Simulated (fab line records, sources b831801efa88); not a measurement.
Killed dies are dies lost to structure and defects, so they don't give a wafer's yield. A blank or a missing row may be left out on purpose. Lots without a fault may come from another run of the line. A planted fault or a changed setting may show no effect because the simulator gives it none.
Chamber matching | flow sky130 | SKY_PASSIVATION_CVD_02 on pecvd-04: 3 sister chambers
The step deposits Si3N4, target thk 540 nm. 6 wafers are shown with their chamber, then 8 later ones without.

WAFERS WITH THEIR CHAMBER
wafer  | chamber | heater_power_w (W)
L079.2 | 1       | 637
L081.3 | 1       | 600
L081.5 | 2       | 704
L083.4 | 2       | 719
L083.6 | 0       | 658
L086.2 | 0       | 678

WAFERS WITHOUT THEIR CHAMBER
wafer  | heater_power_w (W)
L086.4 | 588
L086.5 | 704
L092.3 | 681
L092.4 | 645
L092.5 | 658
L094.1 | 605
L094.3 | 696
L094.5 | 654

WHICH CHAMBER EACH WENT THROUGH
wafer  | from the rows above     | in truth
L086.4 | 1                       | 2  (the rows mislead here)
L086.5 | can't be placed: 2 or 0 | 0
L092.3 | can't be placed: 0 or 2 | 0
L092.4 | can't be placed: 0 or 1 | 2
L092.5 | can't be placed: 0 or 1 | 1
L094.1 | 1                       | 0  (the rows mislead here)
L094.3 | can't be placed: 2 or 0 | 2
L094.5 | can't be placed: 0 or 1 | 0
Placed correctly: 0 of 8. Can't be placed from these rows: 6 (the true chamber is among the candidates in 5). Placed wrongly: 2.
How it was worked out, from the rows above alone: a wafer's distance from a chamber is the root of the sum, over the readings, of the square of ((its reading less the chamber's mean) divided by the reading's scatter). The wafer belongs to the nearest chamber; if the next one is less than 2 further off, it can't be placed. A chamber's mean is the mean of its shown wafers. The scatter: the root of (the sum of the squares of (reading less its chamber's mean) over the shown wafers, divided by (wafers less chambers)).
